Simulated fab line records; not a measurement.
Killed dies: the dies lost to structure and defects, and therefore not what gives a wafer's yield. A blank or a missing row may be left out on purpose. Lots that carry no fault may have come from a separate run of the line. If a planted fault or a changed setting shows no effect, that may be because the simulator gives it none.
Which of the tools did it? | flow sky130 | Sampling: 12 lots, 36 wafers, 5 of 708 route steps

== WHAT THE GAUGES SHOWED, per wafer ==
SKY_VIA1_THK_MEAS_01.
lot  | measured     | on            | VIA1_HDPCVD_THK (nm)
L560 | day 32 15:14 | film_metro-04 | 1014 1030 1020
L561 | day 32 18:17 | film_metro-02 | 1046 1027 1045
L562 | day 33 14:24 | film_metro-01 | 1023 1026 1023
L563 | day 33 16:59 | film_metro-02 | 1003 1008 1017
L564 | day 34 08:52 | film_metro-02 | 1039 1038 1028
L565 | day 34 21:58 | film_metro-01 | 1021 1031 1019
L566 | day 34 22:02 | film_metro-04 | 1034 1041 1020
L567 | day 34 23:52 | film_metro-02 | 1025 1038 1037
L569 | day 35 18:06 | film_metro-01 | 1033 1027 1038
L578 | day 39 03:25 | film_metro-01 | 1028 1026 497 1029 1026 497
L581 | day 39 05:55 | film_metro-01 | 1013 1034 1029
L580 | day 39 07:46 | film_metro-01 | 1042 1036 1050

SKY_VIA1_OVL_MEAS_13.
lot  | measured     | on         | VIA1_OVL (nm)
L560 | day 33 17:58 | overlay-01 | 1 3 8
L561 | day 33 21:43 | overlay-02 | 2 2 3
L562 | day 34 17:19 | overlay-02 | 1 2 2
L563 | day 34 20:01 | overlay-01 | 10 2 5
L564 | day 35 09:49 | overlay-01 | 11 3 3
L565 | day 36 00:31 | overlay-01 | 1 6 4
L566 | day 36 00:53 | overlay-01 | -2 -2 -5
L567 | day 36 02:52 | overlay-01 | 5 6 8
L569 | day 36 21:19 | overlay-01 | 2 1 1
L578 | day 40 04:43 | overlay-02 | 4 -5 5
L581 | day 40 07:03 | overlay-01 | 2 -2 6
L580 | day 40 08:26 | overlay-02 | -6 -1 -6

== TOOL THAT RAN EACH LOT (tool first, then ch and the chambers of the sampled wafers, then the start) ==
lot  | SKY_METAL1_SPUTTER_01        | SKY_METAL1_SPUTTER_04        | SKY_VIA1_HDPCVD_00
L560 | pvd_sputter-04, day 31 10:44 | pvd_sputter-04, day 31 10:49 | hdpcvd-02 ch 1,2, day 32 15:08
L561 | pvd_sputter-03, day 31 14:08 | pvd_sputter-03, day 31 14:13 | hdpcvd-01 ch 0,1, day 32 18:10
L562 | pvd_sputter-01, day 32 11:02 | pvd_sputter-01, day 32 11:06 | hdpcvd-02 ch 0,1,2, day 33 14:16
L563 | pvd_sputter-01, day 32 13:25 | pvd_sputter-01, day 32 13:28 | hdpcvd-02 ch 0,1,2, day 33 16:53
L564 | pvd_sputter-03, day 33 04:49 | pvd_sputter-03, day 33 04:53 | hdpcvd-01 ch 0,2, day 34 08:45
L565 | pvd_sputter-04, day 33 17:48 | pvd_sputter-04, day 33 17:52 | hdpcvd-01 ch 0,1, day 34 21:51
L566 | pvd_sputter-01, day 33 18:37 | pvd_sputter-01, day 33 18:41 | hdpcvd-02 ch 0,1,2, day 34 21:55
L567 | pvd_sputter-04, day 33 20:41 | pvd_sputter-04, day 33 20:46 | hdpcvd-01 ch 0,1,2, day 34 23:44
L569 | pvd_sputter-01, day 34 15:44 | pvd_sputter-01, day 34 15:49 | hdpcvd-02 ch 0,1, day 35 17:59
L578 | pvd_sputter-01, day 38 01:47 | pvd_sputter-01, day 38 01:51 | hdpcvd-01 ch 0,1,2, day 39 03:18
L581 | pvd_sputter-03, day 38 04:25 | pvd_sputter-03, day 38 04:28 | hdpcvd-02 ch 0,1,2, day 39 05:48
L580 | pvd_sputter-04, day 38 05:28 | pvd_sputter-04, day 38 05:32 | hdpcvd-02 ch 0,1, day 39 07:38
- SKY_METAL1_SPUTTER_01: material TiN, target thk 20 nm, time 16.7 s.
- SKY_METAL1_SPUTTER_04: material TiN, target thk 70 nm, time 58.3 s.
- SKY_VIA1_HDPCVD_00: deposits SiO2, target thk 1030 nm, time 171.7 s.

== WHAT THE TOOLS THEMSELVES READ (means of the sampled wafers that have a number; where no wafer has one, the mark that the record gives instead) ==
SKY_METAL1_SPUTTER_01.
lot  | tool           | throttle_valve_pct (%)
L560 | pvd_sputter-04 | 29.4
L561 | pvd_sputter-03 | 30.3
L562 | pvd_sputter-01 | 29.4
L563 | pvd_sputter-01 | 29.6
L564 | pvd_sputter-03 | 29.3
L565 | pvd_sputter-04 | 29.5
L566 | pvd_sputter-01 | 29.9
L567 | pvd_sputter-04 | 29.7
L569 | pvd_sputter-01 | 29.6
L578 | pvd_sputter-01 | 29.7
L581 | pvd_sputter-03 | 30.4
L580 | pvd_sputter-04 | 30.3

SKY_METAL1_SPUTTER_04.
lot  | tool           | throttle_valve_pct (%)
L560 | pvd_sputter-04 | 29.4
L561 | pvd_sputter-03 | 30.4
L562 | pvd_sputter-01 | 29.7
L563 | pvd_sputter-01 | 29.6
L564 | pvd_sputter-03 | 29.5
L565 | pvd_sputter-04 | 29.7
L566 | pvd_sputter-01 | 29.9
L567 | pvd_sputter-04 | 29.9
L569 | pvd_sputter-01 | 29.6
L578 | pvd_sputter-01 | 29.7
L581 | pvd_sputter-03 | 30.3
L580 | pvd_sputter-04 | 30.3

SKY_VIA1_HDPCVD_00.
lot  | tool      | sih4_flow_sccm (sccm)
L560 | hdpcvd-02 | 60.08
L561 | hdpcvd-01 | 60.00
L562 | hdpcvd-02 | 59.99
L563 | hdpcvd-02 | 59.79
L564 | hdpcvd-01 | 59.82
L565 | hdpcvd-01 | 60.06
L566 | hdpcvd-02 | 59.90
L567 | hdpcvd-01 | 59.94
L569 | hdpcvd-02 | 60.01
L578 | hdpcvd-01 | 50.14
L581 | hdpcvd-02 | 60.00
L580 | hdpcvd-02 | 60.12

== THE ANSWER, worked out from the rows above alone ==
Rule: the usual values come from the lots themselves. Put in order of their means at a reading, lots are off if they are a third of the lots or fewer, leave a main group of 4 or more, and stand apart from it by a gap of 3 or more times the standard deviation of the main group's means; of several such gaps the widest counts. A main group is skipped when, at the precision printed for the reading in the tables above, its means are all equal. A lot without any number at a reading at which 4 lots or more have one is off too. The other lots that the step has rows for count as sound. The gauges are gone through in route order, then the tools' own readings, and for those a lot's mean is taken as printed above. The first step at which some lot is off is used, and at that step the reading that is off furthest; a lot without a number counts as furthest.
Off: at SKY_VIA1_THK_MEAS_01 (VIA1_HDPCVD_THK), L578. The main group has a mean of 1029 nm with a standard deviation of 9.
If a tool, at a process step before that reading, ran all the lots that are off and no sound lot after the first of them, it fits. Not tried: the gauges at SKY_VIA1_THK_MEAS_01; whatever is off there is also off at SKY_VIA1_HDPCVD_00, on other tools, and gauge error can't account for it. This does not decide it: 2 tools fit, namely pvd_sputter-01 at SKY_METAL1_SPUTTER_01 and SKY_METAL1_SPUTTER_04 and hdpcvd-01 at SKY_VIA1_HDPCVD_00.

== WHAT HAD BEEN PUT IN BY THE SIMULATOR ==
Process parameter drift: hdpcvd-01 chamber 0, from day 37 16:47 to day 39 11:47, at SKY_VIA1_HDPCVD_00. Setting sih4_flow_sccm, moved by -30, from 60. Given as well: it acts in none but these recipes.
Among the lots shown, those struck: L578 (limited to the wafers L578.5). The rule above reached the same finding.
